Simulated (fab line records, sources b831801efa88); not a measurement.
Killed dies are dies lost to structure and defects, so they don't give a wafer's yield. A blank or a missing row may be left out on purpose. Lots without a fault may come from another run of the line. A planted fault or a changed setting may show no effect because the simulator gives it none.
Problem report in the 8D (eight disciplines) form, filled by code | flow sky130 | the parts of the form that need people (team, actions taken, sign-off) are left out

1. THE PROBLEM
cd_nm at SKY_VIA2_CD_MEAS_12 reads a mean of 206.5 nm on 9 wafers of 3 lots; wafers without a fault read 199.7 nm with a standard deviation of 1.3. That is +5.2 standard deviations from the usual mean.
The step: target cd 200 nm.
First seen on wafer L880.2, day 39 10:15, on cd_sem-01. The record holds 36 wafers of 12 lots with a number at this step. Rule for "out", or "out of limits": more than 4 standard deviations from the usual mean. The other wafers with a number count as sound.

2. WHAT IT IS AND WHAT IT IS NOT
question                    | is                     | is not
which readings at this step | cd_nm                  | -
which lots                  | L880, L881, L882       | L870, L871, L872, L873, L885, L887, L888, L890, L891
which wafers of those lots  | all that have a number | -
read on which gauges        | cd_sem-01              | cd_sem-02
when                        | from day 39 10:15      | up to then (12 sound wafers); but 15 sound wafers of L885, L887, L888, L890, L891 came after

3. SUSPECTS, AND WHAT RULES EACH OUT
Counting: a tool at a process step up to the reading stays a suspect if it ran every lot that is out and no sound lot after the first of them.
- the gauge at SKY_VIA2_CD_MEAS_12: ruled out. All the wafers that are out were read on cd_sem-01, but those of them that SKY_VIA2_CMP_02 has rows for are out there too, on other tools.
- cmp-02 at SKY_VIA2_CMP_02 (polishes SiO2): ruled out as a lasting fault. Sound lots L888, L890 ran on it after its first lot that is out, L880 (day 38 08:55).
Left after counting: nothing in the record.

4. THE CAUSE (what the simulator had put in)
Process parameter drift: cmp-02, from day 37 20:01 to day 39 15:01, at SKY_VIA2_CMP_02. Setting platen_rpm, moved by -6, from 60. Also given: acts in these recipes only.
Counting ruled it out, wrongly: the rule takes a fault to strike every lot that its tool runs from its start on, and this one did not.

5. THE CHAIN OF EFFECTS, in route order
Each row: a reading whose mean over the struck wafers that have a number lies more than 3 standard deviations from the usual. Only readings for which the record gives a usual standard deviation are gone through. hours: the time from each lot's start at the first step in this table that gives one to its start at this step, as a median over the lots. sigmas: the change in usual standard deviations.
hours | step                | reading    | usual     | on struck wafers | change | sigmas
0     | SKY_VIA2_CMP_02     | platen_rpm | 60.00 rpm | 53.98            | -6.02  | -99 or more
25    | SKY_VIA2_CD_MEAS_12 | cd_nm      | 199.7 nm  | 206.5            | +6.8   | +5.2
The process steps in it:
- SKY_VIA2_CMP_02: polishes SiO2.

6. WHAT WOULD HAVE CAUGHT IT SOONER
In this record the first reading out of limits at a measuring or inspecting step was taken at day 39 10:15, 38 hours after the fault began at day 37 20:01.
The tool's own readings at SKY_VIA2_CMP_02 were out on every struck wafer that the step has a row for (platen_rpm): an alarm limit on them would have fired on the first of those.
